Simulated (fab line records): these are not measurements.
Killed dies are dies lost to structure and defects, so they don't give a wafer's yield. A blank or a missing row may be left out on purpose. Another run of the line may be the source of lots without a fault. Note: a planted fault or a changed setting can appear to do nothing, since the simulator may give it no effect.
Chamber matching -- flow gf180mcu -- GF_V4_CVD_02 on pecvd-01 has 3 sister chambers
The step deposits SiO2 from TEOS, target thk 850 nm, time 94.851 s. 18 wafers are shown with their chamber, then 9 later ones without.

## WAFERS, EACH WITH ITS CHAMBER
wafer,chamber,heaterPowerW (W),susceptorTempC (C)
L075.2,2,598,399.98
L075.3,0,721,399.92
L075.5,0,601,400.21
L076.1,2,637,399.83
L076.2,0,622,399.98
L076.4,0,691,399.32
L078.1,2,590,399.89
L078.3,1,649,399.44
L078.6,2,676,400.24
L079.3,2,673,400.35
L079.4,1,525,399.88
L079.6,0,705,400.12
L083.1,2,631,400.17
L083.3,1,611,400.25
L083.6,1,634,399.96
L084.1,0,749,400.07
L084.3,2,697,399.90
L084.4,0,612,400.25

SIGNATURES (means of the wafers above)
reading,chamber 0,chamber 1,chamber 2,scatter within a chamber
heaterPowerW,671.57,604.75,643.14,51.7
susceptorTempC,399.9814,399.8825,400.0514,0.279
Rule: a wafer's distance from a chamber is the root of the sum, over the readings, of the square of ((its reading less the chamber's mean) divided by the reading's scatter). The wafer belongs to the nearest chamber; if the next one is less than 2 further off, it can't be placed. The scatter: the root of (the sum of the squares of (reading less its chamber's mean) over the shown wafers, divided by (wafers less chambers)).

## WAFERS WITH NO CHAMBER GIVEN
wafer,heaterPowerW (W),susceptorTempC (C)
L089.1,542,400.13
L089.3,589,400.10
L089.6,647,400.08
L090.2,679,400.06
L090.3,636,399.81
L090.5,717,400.26
L094.2,695,399.92
L094.3,736,400.04
L094.5,653,400.42

## THE CHAMBER EACH PASSED THROUGH
wafer,from the rows above,in truth
L089.1,can't be placed: 1 or 2 or 0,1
L089.3,can't be placed: 1 or 2 or 0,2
L089.6,can't be placed: 2 or 0 or 1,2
L090.2,can't be placed: 0 or 2 or 1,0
L090.3,can't be placed: 1 or 2 or 0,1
L090.5,can't be placed: 0 or 2 or 1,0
L094.2,can't be placed: 0 or 2 or 1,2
L094.3,can't be placed: 0 or 2 or 1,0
L094.5,can't be placed: 2 or 0 or 1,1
Placed correctly: 0 of 9. From these rows, 9 cannot be placed; in 9 the true chamber is one of the candidates. Number placed wrongly: 0.
